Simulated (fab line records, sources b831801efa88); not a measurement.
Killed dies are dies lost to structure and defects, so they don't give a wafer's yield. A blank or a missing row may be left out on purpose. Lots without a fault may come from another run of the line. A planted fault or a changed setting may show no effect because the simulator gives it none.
fab line records | flow sky130
record lots=6 wafers=18 last_day=50
route steps=708 shown LOCAL_INTERCONNECT@402 CONTACT@406 PAD_OPEN@708
lots that met no fault: from a run of the same line without faults
start_h: hours from the record's first day to the start of the lot's first wafer shown | wait_h: hours since the lot's step before | " the same as in the row above | L1.1+2: a row that stands for several wafers | - no value, or no start given | * or withheld: withheld | < > ~ a bound
route shown NAME@n: a module of which the file shows steps, and the number in the route of the first | usual: mean/standard deviation of fault-free wafers | same: alike in all rows | chamber/n: place in a boat | sites: the reading at each site | _std_site: their standard deviation | _edge_site: outer sites' mean less inner sites' | radius_mm: how far each site lies from the wafer's centre | mask NAME#n: copy n | behind: the tool/chamber that last shaped the wafer | hold: why the lot was held/for how many hours/how that ended | device: the transistor (n, p or np) that didn't switch | end of line: the same wafers' tests at the end of the route | a step without rows: its recipe alone | killed: dies lost to structure and defects at the first sort, not the wafer's yield | map: a wafer's dies, x killed, . not, _ none there
set.NAME: the setting as run; set.NAME@STEP: as run at that earlier step | model.NAME: the simulator's own value behind a step, which no gauge read
lots at some steps of the route; a table a step, a row a wafer
services: from which hour (start_h, from the record's first day; less than 0 if before it) a tool's chamber was out of use, for how many hours, and why
## steps
# step SKY_LOCAL_INTERCONNECT_STRIP_15
# recipe chemistry=O2/N2 power_w=1400 pressure_mtorr=1500 platen_temp_c=withheld o2_flow_sccm=3000 n2_flow_sccm=300 overash_fraction=0.5
# usual drypump_motor_current_A=5.6/0.56 n2_flow_sccm=300.0/1 oes_product_au=0.427/0.0046 strip_time_to_endpoint_s=4.720/0.021
# columns lot.wafer tool chamber start_h wait_h drypump_motor_current_A n2_flow_sccm oes_product_au rf_hours_counter_h strip_time_to_endpoint_s
L805.4 plasma_asher-01 0 771.54 0.1 6.7 302.3 0.437 - 4.706
L805.5 " 0 " " 6.8 301.6 0.428 - 4.723
L805.6 " 1 " " 5.8 299.2 0.424 - 4.722
L807.2 plasma_asher-02 0 791.52 0.1 5.3 299.1 0.425 99 4.712
L807.4 " 1 " " 5.1 300.4 0.421 - 4.710
L807.6 " 1 " " 5.1 299.9 0.429 - 4.699
L809.1 plasma_asher-03 0 794.13 0.0 5.6 299.9 0.420 43 4.746
L809.2 " 1 " " 5.3 299.0 0.430 43 4.770
L809.5 " 1 " " 5.3 299.8 0.433 - 4.740
L817.1 plasma_asher-02 0 859.13 0.0 5.3 301.5 0.435 106 4.684
L817.2 " 1 " " 5.1 300.0 0.421 106 4.742
L817.5 " 0 " " 5.3 300.3 0.422 - 4.711
L818.1 plasma_asher-03 1 871.80 0.0 5.3 298.1 0.427 51 4.749
L818.2 " 0 " " 5.6 300.2 0.433 51 4.751
L818.6 " 1 " " 5.3 298.5 0.424 - 4.731
L819.1 plasma_asher-02 1 874.38 0.0 5.1 301.5 0.423 108 4.745
L819.2 " 0 " " 5.3 298.3 0.422 108 4.723
L819.5 " 1 " " 5.1 298.8 0.426 - 4.709
# step SKY_LOCAL_INTERCONNECT_STRIP_16
# recipe chemistry=post_etch_residue_remover time_s=1200 temp_c=72.5
# step SKY_LOCAL_INTERCONNECT_CLEAN_17
# recipe chemistry=IPA time_s=180 temp_c=25
# step SKY_LOCAL_INTERCONNECT_CLEAN_18
# recipe chemistry=O3/DIW dry=n2_spin
# step SKY_CONTACT_CVD_00
# recipe material=Si3N4 target_thk_nm=75 temp_c=400 time_s=withheld rf_w=450
# usual heater_power_w=713/71
# columns lot.wafer tool chamber start_h wait_h heater_power_w
L805.4 pecvd-01 2 772.15 0.0 739
L805.5 " 1 " " 757
L805.6 " 0 " " 637
L807.2 pecvd-01 1 792.11 0.0 865
L807.4 " 1 " " 675
L807.6 " 0 " " 631
L809.1 pecvd-03 0 794.72 0.0 782
L809.2 " 1 " " 682
L809.5 " 0 " " 776
L817.1 pecvd-01 1 859.72 0.0 731
L817.2 " 0 " " 575
L817.5 " 0 " " 570
L818.1 pecvd-01 1 872.40 0.0 811
L818.2 " 2 " " 762
L818.6 " 2 " " 761
L819.1 pecvd-02 0 875.01 0.0 657
L819.2 " 1 " " 739
L819.5 " 2 " " 745
# step SKY_CONTACT_THK_MEAS_01
# recipe reads=Si3N4_of_CONTACT_CVD_00
# usual CONTACT_CVD_00_THK=75.0/0.83
# columns lot.wafer tool chamber start_h wait_h CONTACT_CVD_00_THK[nm]
L805.4 film_metro-01 - 772.20 - 75.5
L805.5 " - " " 75.8
L805.6 " - " " 74.8
L807.2 film_metro-02 - 792.15 - 73.9
L807.4 " - " " 75.3
L807.6 " - " " 74.9
L809.1 film_metro-02 - 794.75 - 74.4
L809.2 " - " " 73.8
L809.5 " - " " 75.1
L817.1 film_metro-01 - 859.75 - 74.4
L817.2 " - " " 74.5
L817.5 " - " " 75.3
L818.1 film_metro-01 - 872.43 - 74.8
L818.2 " - " " 75.5
L818.6 " - " " 76.1
L819.1 film_metro-03 - 875.04 - 75.0
L819.2 " - " " 73.6
L819.5 " - " " 74.9
# step SKY_CONTACT_HDPCVD_02
# recipe material=SiO2 target_thk_nm=565 sigma_open_frac=0.3 time_s=94.2 temp_c=600 sih4_flow_sccm=60 pressure_mtorr=6
# step SKY_CONTACT_THK_MEAS_03
# recipe reads=SiO2_of_CONTACT_HDPCVD_02
# usual CONTACT_HDPCVD_THK=564/4.8
# columns lot.wafer tool chamber start_h wait_h CONTACT_HDPCVD_THK[nm]
L805.4 film_metro-02 - 772.33 0.0 565
L805.5 " - " " 562
L805.6 " - " " 563
L807.2 film_metro-03 - 792.28 0.0 563
L807.4 " - " " 559
L807.6 " - " " 563
L809.1 film_metro-03 - 794.88 0.0 565
L809.2 " - " " 562
L809.5 " - " " 559
L817.1 film_metro-02 - 859.88 0.0 564
L817.2 " - " " 560
L817.5 " - " " 552
L818.1 film_metro-03 - 872.56 0.0 566
L818.2 " - " " 567
L818.6 " - " " 569
L819.1 film_metro-02 - 875.17 0.0 569
L819.2 " - " " 565
L819.5 " - " " 556
# step SKY_CONTACT_CMP_04
# recipe material=SiO2 down_force_psi=4 platen_rpm=60 pad_velocity_m_s=0.94248
# usual motor_current_A=11.4/1 time_to_endpoint_s=81.7/2.8
# columns lot.wafer tool chamber start_h wait_h motor_current_A time_to_endpoint_s
L805.4 cmp-02 0 772.51 0.2 10.2 79.6
L805.6 " 1 " " 12.3 81.3
L805.5 " 2 " " 10.2 80.7
L807.2 cmp-02 2 792.33 0.0 10.4 81.8
L807.4 " 3 " " 11.9 79.1
L807.6 " 2 " " 10.6 84.6
L809.1 cmp-01 2 795.04 0.1 10.9 81.3
L809.2 " 3 " " 9.8 81.1
L809.5 " 0 " " 13.4 78.6
L817.2 cmp-01 3 859.99 0.1 9.8 87.6
L817.1 " 0 " " 12.4 88.6
L817.5 " 2 " " 10.5 81.0
L818.2 cmp-02 1 872.67 0.1 12.7 82.4
L818.1 " 2 " " 10.3 81.9
L818.6 " 1 " " 12.2 84.0
L819.2 cmp-02 2 875.28 0.1 10.5 83.1
L819.1 " 0 " " 11.1 82.4
L819.5 " 1 " " 11.9 77.0
# step SKY_CONTACT_BOW_MEAS_05
# recipe mode=bow
# usual CONTACT_BOW=83/7.4
# columns lot.wafer tool chamber start_h wait_h CONTACT_BOW[um]
L805.4 film_metro-01 - 772.72 0.2 81
L805.5 " - " " 84
L805.6 " - " " 73
L807.2 film_metro-03 - 792.65 0.3 73
L807.4 " - " " 89
L807.6 " - " " 91
L809.1 film_metro-01 - 795.24 0.1 88
L809.2 " - " " 85
L809.5 " - " " 86
L817.1 film_metro-02 - 860.24 0.1 82
L817.2 " - " " 78
L817.5 " - " " 80
L818.1 film_metro-03 - 872.92 0.1 81
L818.2 " - " " 80
L818.6 " - " " 77
L819.1 film_metro-02 - 875.53 0.1 81
L819.2 " - " " 70
L819.5 " - " " 80
# step SKY_CONTACT_DEHYDRATE_06
# recipe temp_c=200 time_s=60
# step SKY_CONTACT_HMDS_07
# recipe prime_time_s=60 prime_temp_c=120
# step SKY_CONTACT_COAT_08
# recipe resist=BARC temp_c=withheld time_s=withheld spin_rpm=3000 resist_thk_nm=60
# usual spin_speed_rpm=3000.1/1.8
# columns lot.wafer tool chamber start_h wait_h spin_speed_rpm
L805.4 litho_track-04 0 786.23 0.1 2999.4
L805.5 " 0 " " 2996.8
L805.6 " 0 " " 2998.6
L807.2 litho_track-03 0 805.36 0.1 2999.5
L807.4 " 0 " " 2998.2
L807.6 " 0 " " 2997.5
L809.1 litho_track-04 0 808.60 0.1 2999.5
L809.2 " 0 " " 2999.8
L809.5 " 0 " " 2998.3
L817.1 litho_track-03 0 873.38 0.1 2896.3
L817.2 " 0 " " 2897.0
L817.5 " 0 " " 2892.4
L818.1 litho_track-03 0 884.48 0.1 2891.2
L818.2 " 0 " " 2890.6
L818.6 " 0 " " 2894.6
L819.1 litho_track-04 0 887.61 0.1 3001.0
L819.2 " 0 " " 3003.1
L819.5 " 0 " " 2999.8
# step SKY_CONTACT_COAT_09
# recipe resist=KrF-thick spin_rpm=3000 resist_thk_nm=450
# step SKY_CONTACT_SOFTBAKE_10
# recipe temp_c=100 time_s=90 resist=KrF-thick
# step SKY_CONTACT_EXPOSE_11
# recipe mask_id=CTM1 na=0.8 source_shape=annular sigma_inner=0.55 sigma_outer=0.85 target_cd_nm=170 dose_mj=38
# step SKY_CONTACT_PEB_12
# recipe peb_temp_c=withheld peb_time_s=withheld resist=KrF-thick
# step SKY_CONTACT_DEVELOP_13
# recipe develop_time_s=60 resist=KrF-thick dev_temp_c=21
# step SKY_CONTACT_CD_MEAS_14
# recipe target_cd_nm=170
# usual cd_nm=169.7/1.4
# columns lot.wafer tool chamber start_h wait_h cd_nm
L805.4 cd_sem-01 - 799.04 - 170.2
L805.5 " - " " 172.9
L805.6 " - " " 172.4
L807.2 cd_sem-01 - 818.98 - 169.1
L807.4 " - " " 169.7
L807.6 " - " " 168.5
L809.1 cd_sem-01 - 822.91 - 170.8
L809.2 " - " " 171.2
L809.5 " - " " 171.2
L817.1 cd_sem-01 - 886.16 - 169.7
L817.2 " - " " 172.2
L817.5 " - " " 172.2
L818.1 cd_sem-02 - 898.41 - 170.2
L818.2 " - " " 169.9
L818.6 " - " " 170.3
L819.1 cd_sem-02 - 901.21 - 169.1
L819.2 " - " " 167.8
L819.5 " - " " 167.9
# step SKY_CONTACT_OVL_MEAS_15
# usual CONTACT_OVL=4/5.4
# columns lot.wafer tool chamber start_h wait_h CONTACT_OVL[nm]
L805.4 overlay-01 - 799.12 0.1 -6
L805.5 " - " " 0
L805.6 " - " " -3
L807.2 overlay-01 - 819.08 0.1 4
L807.4 " - " " 11
L807.6 " - " " 3
L809.1 overlay-01 - 823.03 0.1 4
L809.2 " - " " 4
L809.5 " - " " 5
L817.1 overlay-02 - 886.28 0.1 1
L817.2 " - " " 1
L817.5 " - " " -4
L818.1 overlay-01 - 898.53 0.1 7
L818.2 " - " " 13
L818.6 " - " " 15
L819.1 overlay-01 - 901.33 0.1 15
L819.2 " - " " 6
L819.5 " - " " 9
# step SKY_CONTACT_ETCH_16
# recipe chemistry=N2/H2 target=BARC ion_energy_ev=200 source_w=500 bias_w=100 pressure_mtorr=30 n2_flow_sccm=100 h2_flow_sccm=200 stop_on=SiO2 time_s=45.9 target_depth_a=600
# usual drypump_motor_current_A=5.6/0.36 n2_flow_sccm=100.05/0.28 oes_product_au=0.854/0.0044 throttle_valve_pct=13.223/0.0091
# columns lot.wafer tool chamber start_h wait_h drypump_motor_current_A n2_flow_sccm oes_product_au rf_hours_counter_h throttle_valve_pct model.etch.depth_nm
L805.4 rie_diel-01 1 799.14 0.0 5.6 100.16 0.851 16 13.230 59.92
L805.5 " 0 " " 6.0 99.50 0.859 - 13.223 59.89
L805.6 " 3 " " 5.8 99.67 0.859 - 13.225 60.02
L807.2 rie_diel-03 0 819.11 0.0 5.7 100.13 0.847 1 13.212 59.68
L807.4 " 3 " " 5.7 100.43 0.852 - 13.201 59.69
L807.6 " 0 " " 5.7 100.21 0.850 - 13.230 59.75
L809.1 rie_diel-02 0 823.06 0.0 5.7 99.75 0.851 22 13.211 59.77
L809.2 " 2 " " 6.0 99.74 0.855 12 13.206 59.67
L809.5 " 2 " " 6.0 99.75 0.852 - 13.221 59.77
L817.1 rie_diel-02 3 886.31 0.0 4.8 99.79 0.868 18 13.218 61.23
L817.2 " 2 " " 6.0 100.25 0.869 14 13.225 61.32
L817.5 " 2 " " 6.0 100.15 0.864 - 13.216 61.18
L818.1 rie_diel-01 1 898.56 0.0 5.6 99.90 0.862 18 13.226 60.85
L818.2 " 3 " " 5.8 100.07 0.861 5 13.225 60.89
L818.6 " 2 " " 5.5 99.83 0.868 - 13.231 60.81
L819.1 rie_diel-02 2 901.36 0.0 6.0 100.02 0.852 15 13.231 59.99
L819.2 " 0 " " 5.7 100.07 0.852 25 13.221 59.95
L819.5 " 0 " " 5.7 100.12 0.855 - 13.239 59.93
# step SKY_CONTACT_ETCH_17
# recipe target=SiO2 chemistry=C4F8/O2/Ar stop_on=Si3N4 mask_material=KrF-thick source_w=1500 bias_w=1200 pressure_mtorr=40 c4f8_flow_sccm=withheld O2_flow_sccm=6 Ar_flow_sccm=300 time_s=withheld target_depth_a=3400
# usual oes_product_au=0.891/0.0051
# columns lot.wafer tool chamber start_h wait_h oes_product_au
L805.4 rie_diel-01 1 799.18 0.0 0.886
L805.5 " 0 " " 0.896
L805.6 " 3 " " 0.889
L807.2 rie_diel-03 0 819.16 0.0 0.893
L807.4 " 3 " " 0.890
L807.6 " 0 " " 0.888
L809.1 rie_diel-02 0 823.10 0.0 0.893
L809.2 " 2 " " 0.889
L809.5 " 2 " " 0.896
L817.1 rie_diel-02 3 886.35 0.0 0.882
L817.2 " 2 " " 0.895
L817.5 " 2 " " 0.883
L818.1 rie_diel-01 1 898.60 0.0 0.894
L818.2 " 3 " " 0.898
L818.6 " 2 " " 0.889
L819.1 rie_diel-02 2 901.41 0.0 0.891
L819.2 " 0 " " 0.883
L819.5 " 0 " " 0.895
# step SKY_PAD_OPEN_PROBE_99
# usual killed_at_M0_to_M3=44/7.2 killed_at_M4_up=2.9/1.8 killed_at_contacts=24/5.6 killed_at_front_end=15/4.2 killed_at_other=0.4/0.71 killed_dies=86/9.2 killed_open=47/7.2 killed_short=39/5.7
# same gross_dies=492 killed_at_back_side=0
# columns lot.wafer tool chamber start_h wait_h killed_at_M0_to_M3 killed_at_M4_up killed_at_contacts killed_at_front_end killed_at_other killed_dies killed_open killed_short
L805.4 prober-01 - 1125.12 0.2 44 3 25 19 1 92 55 37
L805.5 prober-01 - 1125.17 0.2 60 3 25 15 3 106 58 46
L805.6 prober-01 - 1125.22 0.2 47 6 19 13 0 85 48 37
L807.2 prober-01 - 1139.02 0.1 34 7 29 16 0 86 46 40
L807.4 prober-01 - 1139.12 0.2 42 0 26 13 0 81 53 27
L807.6 prober-01 - 1139.22 0.2 54 4 29 15 0 102 53 48
L809.1 prober-02 - 1143.07 0.1 41 2 28 24 0 95 55 40
L809.2 prober-02 - 1143.12 0.1 54 4 20 14 0 92 47 45
L809.5 prober-02 - 1143.27 0.2 29 5 20 14 0 68 39 28
L817.1 prober-01 - 1185.38 0.1 49 0 22 14 0 85 44 41
L817.2 prober-01 - 1185.43 0.1 40 3 28 9 0 80 50 29
L817.5 prober-01 - 1185.58 0.2 41 3 21 16 1 82 45 36
L818.1 prober-02 - 1195.63 0.1 49 0 18 18 1 86 51 35
L818.2 prober-02 - 1195.68 0.1 43 0 15 17 1 76 41 34
L818.6 prober-02 - 1195.88 0.2 56 5 15 12 1 89 44 44
L819.1 prober-01 - 1197.13 0.1 32 2 26 14 0 74 35 38
L819.2 prober-01 - 1197.18 0.1 40 3 15 15 1 74 35 39
L819.5 prober-01 - 1197.33 0.2 29 0 27 11 0 67 36 30
# killed by level:class
L805.4 CONTACT:geometric_particle:open=13 LI_CONTACT:geometric_particle:open=8 VIA1:geometric_particle:open=8 METAL2:geometric_particle:short=8 VIA1:geometric_particle:short=7 VIA2:geometric_particle:open=5 VIA3:geometric_particle:open=5 FIELD_ISO:geometric_particle:open=4
L805.5 VIA3:geometric_particle:open=11 VIA2:geometric_particle:open=11 CONTACT:geometric_particle:open=8 VIA1:geometric_particle:open=6 METAL2:geometric_particle:short=6 POLY_GATE:geometric_particle:open=5 LI_CONTACT:geometric_particle:open=5 LOCAL_INTERCONNECT:geometric_particle:short=5
L805.6 VIA1:geometric_particle:open=11 VIA2:geometric_particle:open=9 FIELD_ISO:geometric_particle:short=7 CONTACT:geometric_particle:open=6 METAL1:geometric_particle:short=6 METAL2:geometric_particle:short=5 FIELD_ISO:geometric_particle:open=4 LI_CONTACT:geometric_particle:open=4
L807.2 CONTACT:geometric_particle:open=15 VIA1:geometric_particle:open=8 FIELD_ISO:geometric_particle:short=5 LI_CONTACT:geometric_particle:open=5 METAL2:geometric_particle:short=5 METAL4:geometric_particle:short=5 FIELD_ISO:geometric_particle:open=4 POLY_GATE:geometric_particle:open=4
L807.4 VIA1:geometric_particle:open=15 CONTACT:geometric_particle:open=10 VIA3:geometric_particle:open=8 LI_CONTACT:geometric_particle:open=7 CONTACT:geometric_particle:short=5 VIA2:geometric_particle:open=4 FIELD_ISO:geometric_particle:short=3 FIELD_ISO:geometric_particle:open=3
L807.6 VIA3:geometric_particle:open=11 VIA1:geometric_particle:open=10 VIA2:geometric_particle:open=9 LI_CONTACT:geometric_particle:open=8 CONTACT:geometric_particle:open=7 CONTACT:geometric_particle:short=7 VIA1:geometric_particle:short=7 POLY_GATE:geometric_particle:short=4
L809.1 CONTACT:geometric_particle:open=11 FIELD_ISO:geometric_particle:open=10 VIA1:geometric_particle:open=10 FIELD_ISO:geometric_particle:short=6 LI_CONTACT:geometric_particle:short=6 VIA2:geometric_particle:open=6 LI_CONTACT:geometric_particle:open=5 CONTACT:geometric_particle:short=5
L809.2 VIA2:geometric_particle:open=11 VIA1:geometric_particle:open=11 FIELD_ISO:geometric_particle:short=7 VIA1:geometric_particle:short=7 LI_CONTACT:geometric_particle:open=7 METAL1:geometric_particle:short=7 LOCAL_INTERCONNECT:geometric_particle:short=5 VIA3:geometric_particle:open=5
L809.5 CONTACT:geometric_particle:open=6 LI_CONTACT:geometric_particle:open=5 VIA1:geometric_particle:short=5 POLY_GATE:geometric_particle:open=4 LI_CONTACT:geometric_particle:short=4 VIA2:geometric_particle:open=4 METAL1:geometric_particle:open=4 VIA1:geometric_particle:open=4
L817.1 VIA1:geometric_particle:open=11 VIA2:geometric_particle:open=9 METAL2:geometric_particle:short=6 POLY_GATE:geometric_particle:short=5 LI_CONTACT:geometric_particle:open=5 CONTACT:geometric_particle:open=5 VIA1:geometric_particle:short=5 LOCAL_INTERCONNECT:geometric_particle:short=4
L817.2 CONTACT:geometric_particle:open=12 VIA1:geometric_particle:open=7 VIA2:geometric_particle:open=7 LI_CONTACT:geometric_particle:open=6 METAL1:geometric_particle:short=6 CONTACT:geometric_particle:short=5 METAL2:geometric_particle:open=4 VIA2:geometric_particle:short=4
L817.5 CONTACT:geometric_particle:open=10 METAL2:geometric_particle:short=10 VIA1:geometric_particle:open=7 VIA2:geometric_particle:open=6 VIA3:geometric_particle:open=5 FIELD_ISO:geometric_particle:open=4 CONTACT:geometric_particle:short=4 LOCAL_INTERCONNECT:geometric_particle:short=4
L818.1 VIA1:geometric_particle:open=11 VIA1:geometric_particle:short=10 VIA2:geometric_particle:open=9 FIELD_ISO:geometric_particle:open=7 CONTACT:geometric_particle:open=7 VIA3:geometric_particle:open=7 CONTACT:geometric_particle:short=5 METAL2:geometric_particle:short=5
L818.2 VIA1:geometric_particle:open=12 VIA1:geometric_particle:short=9 CONTACT:geometric_particle:open=7 VIA2:geometric_particle:open=6 POLY_CUT:geometric_particle:short=5 METAL2:geometric_particle:short=5 POLY_GATE:geometric_particle:open=3 LI_CONTACT:geometric_particle:open=3
L818.6 VIA1:geometric_particle:open=15 METAL3:geometric_particle:short=7 VIA2:geometric_particle:open=7 METAL1:geometric_particle:short=6 VIA1:geometric_particle:short=6 VIA3:geometric_particle:open=6 LI_CONTACT:geometric_particle:open=5 CONTACT:geometric_particle:open=5
L819.1 CONTACT:geometric_particle:open=11 VIA2:geometric_particle:open=8 CONTACT:geometric_particle:short=5 METAL1:geometric_particle:short=5 METAL2:geometric_particle:short=4 LI_CONTACT:geometric_particle:short=4 LI_CONTACT:geometric_particle:open=4 VIA3:geometric_particle:open=4
L819.2 VIA1:geometric_particle:open=7 FIELD_ISO:geometric_particle:short=5 METAL2:geometric_particle:short=5 CONTACT:geometric_particle:short=5 VIA3:geometric_particle:open=5 VIA1:geometric_particle:short=5 FIELD_ISO:geometric_particle:open=4 POLY_GATE:geometric_particle:open=4
L819.5 LI_CONTACT:geometric_particle:open=8 CONTACT:geometric_particle:open=6 VIA2:geometric_particle:open=5 LOCAL_INTERCONNECT:geometric_particle:short=5 VIA3:geometric_particle:open=5 CONTACT:geometric_particle:short=4 METAL1:geometric_particle:short=4 VIA1:geometric_particle:short=4
## services
# columns tool chamber start_h hours kind
cmp-01 - 747.75 3.2 repair
rie_diel-02 0 748.40 12.2 repair
cmp-02 - 753.75 0.5 repair
pecvd-01 - 759.24 0.6 repair
rie_diel-01 1 770.24 3.1 repair
rie_diel-02 1 782.98 27.2 repair
cmp-01 - 791.41 2.0 repair
rie_diel-02 3 801.54 3.1 repair
pecvd-01 - 808.11 1.4 repair
cmp-02 - 808.60 0.2 repair
rie_diel-03 - 827.42 0.1 repair
plasma_asher-02 - 827.59 0.6 repair
rie_diel-03 2 841.86 17.4 repair
rie_diel-03 1 842.99 7.9 repair
rie_diel-01 - 845.61 15.4 repair
rie_diel-03 3 848.03 4.3 repair
pecvd-01 2 849.10 3.5 repair
plasma_asher-03 - 854.49 0.5 repair
cmp-02 - 860.85 1.1 repair
rie_diel-02 1 864.97 4.3 repair
pecvd-01 0 880.79 33.3 repair
cmp-02 - 884.59 10.6 pm
rie_diel-01 3 891.22 4.3 repair
cmp-02 - 901.34 0.9 repair
## key
first_sign step=SKY_CONTACT_COAT_08 reading=spin_speed_rpm direction=down sigmas=58 usual=3000.1 struck=2893.7
effect none on later readings
model_effect step=SKY_CONTACT_ETCH_16 value=etch.depth_nm without=59.94 struck=61.05
met_at SKY_CONTACT_COAT_08
struck_wafers L817.1,L817.2,L817.5,L818.1,L818.2,L818.6
tester_left_out L817,L818
onset_between 805.36 873.38
fault kind=process_parameter_drift tool=litho_track-03 chamber=- onset_h=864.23 steps=SKY_CONTACT_COAT_08 channel=spin_rpm offset=-108.13 shape=step end_h=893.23 acts_in=these_recipes_only stated=3000
# tester_left_out: of these lots the tester's yield and bins aren't shown, on N5 and GAA mostly nor the transistor test; their killed dies are dies lost to structure and defects alone, not to doping, threshold or leakage, so they don't give the yield
